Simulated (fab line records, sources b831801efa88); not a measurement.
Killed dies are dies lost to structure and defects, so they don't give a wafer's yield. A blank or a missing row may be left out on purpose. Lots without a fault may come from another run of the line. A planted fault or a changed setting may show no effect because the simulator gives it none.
Problem report in the 8D (eight disciplines) form, filled by code | flow sky130 | the parts of the form that need people (team, actions taken, sign-off) are left out

1. THE PROBLEM
SD_N_RS at SKY_SD_N_RS_MEAS_16 reads a mean of 71.42 ohm/sq on 6 wafers of 2 lots; wafers without a fault read 68.58 ohm/sq with a standard deviation of 0.11. That is +26 standard deviations from the usual mean.
The step: measures by four-point-probe.
First seen on wafer L842.3, day 30 16:32, on film_metro-01. The record holds 36 wafers of 12 lots with a number at this step. Rule for "out", or "out of limits": more than 4 standard deviations from the usual mean. The other wafers with a number count as sound.

2. WHAT IT IS AND WHAT IT IS NOT
question                    | is                     | is not
which readings at this step | SD_N_RS                | -
which lots                  | L842, L844             | L838, L839, L850, L851, L852, L853, L855, L856, L857, L858
which wafers of those lots  | all that have a number | -
read on which gauges        | film_metro-01          | film_metro-03, film_metro-04
when                        | from day 30 16:32      | up to then (6 sound wafers); but 24 sound wafers of L850, L851, L852, L853, L855, L856, L857, L858 came after

3. SUSPECTS, AND WHAT RULES EACH OUT
Counting: a tool at a process step up to the reading stays a suspect if it ran every lot that is out and no sound lot after the first of them.
- the gauge at SKY_SD_N_RS_MEAS_16: kept. All the wafers that are out were read on film_metro-01, and no step on other tools shows them out.
- rtp_anneal-01 at SKY_SD_N_RTA_14 (time 2 s): ruled out as a lasting fault. Sound lots L850, L852, L853, L855, L857 ran on it after its first lot that is out, L842 (day 30 16:20).
Left after counting: film_metro-01 at SKY_SD_N_RS_MEAS_16.

4. THE CAUSE (what the simulator had put in)
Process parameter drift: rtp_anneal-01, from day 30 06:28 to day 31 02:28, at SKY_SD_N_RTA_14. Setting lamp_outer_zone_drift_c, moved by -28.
Counting ruled it out, wrongly: the rule takes a fault to strike every lot that its tool runs from its start on, and this one did not.

5. THE CHAIN OF EFFECTS, in route order
Each row: a reading whose mean over the struck wafers that have a number lies more than 3 standard deviations from the usual. Only readings for which the record gives a usual standard deviation are gone through. hours: the time from each lot's start at the first step in this table that gives one to its start at this step, as a median over the lots. sigmas: the change in usual standard deviations.
hours | step                | reading | usual        | on struck wafers | change | sigmas
0     | SKY_SD_N_RS_MEAS_16 | SD_N_RS | 68.58 ohm/sq | 71.42            | +2.84  | +26
0     | SKY_SD_N_RS_MEAS_17 | SD_P_RS | 147.1 ohm/sq | 162.6            | +15.5  | +40

6. WHAT WOULD HAVE CAUGHT IT SOONER
In this record the first reading out of limits at a measuring or inspecting step was taken at day 30 16:32, 10 hours after the fault began at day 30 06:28.
Of the tool readings at SKY_SD_N_RTA_14 for which the record gives a usual standard deviation, none was out on any struck wafer, so an alarm limit of 4 standard deviations on them would not have fired.
